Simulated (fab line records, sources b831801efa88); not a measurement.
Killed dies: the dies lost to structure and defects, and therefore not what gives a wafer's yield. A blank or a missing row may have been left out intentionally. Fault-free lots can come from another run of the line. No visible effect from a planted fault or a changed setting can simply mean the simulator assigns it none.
8D (eight disciplines) problem report, filled in by code :: flow gf180mcu :: the parts of the form that need people (team, actions taken, sign-off) are left out

1. PROBLEM STATEMENT
spin_speed_rpm at GF_PSD_COAT_02 reads a mean of 3277.7 rpm on 6 wafers of 2 lots; wafers without a fault read 3000.2 rpm with a standard deviation of 1.7. That is +99 or more standard deviations from the usual mean.
The step: resist thk 1000 nm.
The first sign was on wafer L684.2 at day 18 15:56, on litho_track-04. The record has a number at this step for 39 wafers belonging to 13 lots. By rule, "out" or "out of limits" means more than 4 standard deviations away from the usual mean. All remaining wafers that have a number are taken as sound.

2. WHAT IT IS, AND WHAT IT ISN'T
question: which readings at this step
is: spin_speed_rpm
is not: chill_plate_temp_C

question: which lots
is: L684, L685
is not: L670, L672, L673, L674, L675, L676, L677, L679, L687, L691, L692

question: which wafers of those lots
is: all that have a number
is not: -

question: read on which tools
is: litho_track-04
is not: litho_track-02, litho_track-03

question: when
is: from day 18 15:56
is not: up to then (24 sound wafers); but 9 sound wafers of L687, L691, L692 came after

3. SUSPECTS, AND WHAT RULES EACH OUT
Counting: any tool at a process step up to the reading is kept as a suspect provided that every lot that is out went through it and no sound lot did after the first of them.
- litho_track-04 at GF_PSD_COAT_02 (resist thk 1000 nm): kept. All lots that are out passed through it, beginning with L684 at day 18 15:56, and no sound lot followed; its final sound lot before that point was L677 at day 16 02:41. Its own spin_speed_rpm readings are out on those wafers.
The count leaves litho_track-04 at GF_PSD_COAT_02.

4. THE CAUSE (what the simulator had put in)
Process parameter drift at GF_PSD_COAT_02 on litho_track-04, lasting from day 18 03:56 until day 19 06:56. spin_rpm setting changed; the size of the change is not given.
This tool alone remained once counting was done.

5. THE CHAIN OF EFFECTS, in route order
Each row: a reading whose mean over the struck wafers that have a number lies more than 3 standard deviations from the usual. Scope: only readings with a usual standard deviation given in the record; hours: median across lots of the time from each lot's start at the first step in this table that gives one to its start at this step; sigmas: change in usual standard deviations.
hours: 0
step: GF_PSD_COAT_02
reading: spin_speed_rpm
usual: 3000.2 rpm
on struck wafers: 3277.7
change: +277.5
sigmas: +99 or more

hours: 13
step: GF_PSD_STRIP_10
reading: strip_time_to_endpoint_s
usual: 16.53 s
on struck wafers: 16.06
change: -0.47
sigmas: -13
Process steps it contains:
- GF_PSD_COAT_02: resist thk 1000 nm.
- GF_PSD_STRIP_10: strips in O2/N2.
Later measuring or inspecting steps at which every struck wafer that the step has a row for has a number for every such reading, and none has moved that far: GF_V1_CD_MEAS_14, GF_M2_THK_MEAS_06.

6. WHAT WOULD HAVE CAUGHT IT SOONER
In this record no reading fell out of limits until day 18 15:56, 12 hours after the fault had begun at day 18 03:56.
